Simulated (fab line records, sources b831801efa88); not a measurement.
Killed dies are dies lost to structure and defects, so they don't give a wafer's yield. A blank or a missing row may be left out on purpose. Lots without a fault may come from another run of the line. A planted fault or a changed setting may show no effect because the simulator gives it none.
Problem report in the 8D (eight disciplines) form, filled by code | flow sky130 | the parts of the form that need people (team, actions taken, sign-off) are left out

1. THE PROBLEM
sort_bin_3_pad_short at SKY_PAD_OPEN_PROBE_99 reads a mean of 5.2 % on 5 wafers of 3 lots; wafers without a fault read 0.9 % with a standard deviation of 0.44. That is +9.7 standard deviations from the usual mean.
First seen on wafer L153.3, day 48 20:40, on prober-01. The record holds 36 wafers of 12 lots with a number at this step. Rule for "out", or "out of limits": more than 4 standard deviations from the usual mean. The other wafers with a number count as sound.

2. WHAT IT IS AND WHAT IT IS NOT
question                    | is                                                                                                                            | is not
which readings at this step | sort_bin_3_pad_short, defect_limited_yield, killed_at_M0_to_M3, killed_dies, sort_bin_5_function, sort_n_pass, sort_yield_pct | killed_at_M4_up, killed_at_contacts, killed_at_front_end, killed_at_other, killed_open, killed_short
which lots                  | L153, L154, L155                                                                                                              | L141, L142, L143, L144, L146, L147, L148, L150, L159
which wafers of those lots  | L153.3, L154.1, L154.5, L155.1, L155.6                                                                                        | L153.4, L153.5, L154.3, L155.3
read on which tools         | prober-01, prober-02                                                                                                          | -
when                        | from day 48 20:40                                                                                                             | up to then (24 sound wafers); but 7 sound wafers of L153, L154, L155, L159 came after

3. SUSPECTS, AND WHAT RULES EACH OUT
Counting: a tool at a process step up to the reading stays a suspect if it ran every lot that is out. Sound lots after the first of them don't rule it out here, since some wafers of a struck lot are sound.
- rie_metal-02 at SKY_METAL3_METAL_ETCH_18 (etches the open film in Cl2/BCl3, stops on SiO2, target depth 845 nm, time 183.1 s): kept. It ran every lot that is out, first L153 (day 42 09:38); its last sound lot up to then is L150 (day 41 08:16).
- Within rie_metal-02 at SKY_METAL3_METAL_ETCH_18: the wafers that are out ran in chamber 0; their sound lot-mates ran in chamber 1.
Left after counting: rie_metal-02 at SKY_METAL3_METAL_ETCH_18.

4. THE CAUSE (what the simulator had put in)
Chamber particle source: rie_metal-02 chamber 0, from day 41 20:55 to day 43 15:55, at SKY_METAL3_METAL_ETCH_18. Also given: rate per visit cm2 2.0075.
Counting left only this tool.

5. THE CHAIN OF EFFECTS, in route order
Each row: a reading whose mean over the struck wafers that have a number lies more than 3 standard deviations from the usual. Only readings for which the record gives a usual standard deviation are gone through. hours: the time from each lot's start at the first step in this table that gives one to its start at this step, as a median over the lots. sigmas: the change in usual standard deviations.
hours | step                  | reading              | usual  | on struck wafers | change | sigmas
0     | SKY_PAD_OPEN_PROBE_99 | defect_limited_yield | 82.3 % | 68.5             | -13.8  | -6.9
0     | SKY_PAD_OPEN_PROBE_99 | killed_at_M0_to_M3   | 43     | 104              | +61    | +8.6
0     | SKY_PAD_OPEN_PROBE_99 | killed_dies          | 87     | 155              | +68    | +6.9
0     | SKY_PAD_OPEN_PROBE_99 | sort_bin_3_pad_short | 0.9 %  | 5.2              | +4.3   | +9.7
0     | SKY_PAD_OPEN_PROBE_99 | sort_bin_5_function  | 10.5 % | 18.8             | +8.3   | +5.2
0     | SKY_PAD_OPEN_PROBE_99 | sort_n_pass          | 405    | 337              | -68    | -6.9
0     | SKY_PAD_OPEN_PROBE_99 | sort_yield_pct       | 82.3 % | 68.5             | -13.8  | -6.9
The process steps in it:
- SKY_PAD_OPEN_PROBE_99

6. WHAT WOULD HAVE CAUGHT IT SOONER
In this record the first reading out of limits was taken at day 48 20:40, 168 hours after the fault began at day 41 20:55.
Of the tool readings at SKY_METAL3_METAL_ETCH_18 for which the record gives a usual standard deviation, none was out on any struck wafer, so an alarm limit of 4 standard deviations on them would not have fired.
All the lots that are out (3) had begun SKY_METAL3_METAL_ETCH_18 on rie_metal-02 by day 48 20:40. A hold on the tool at that time would have spared none of them.
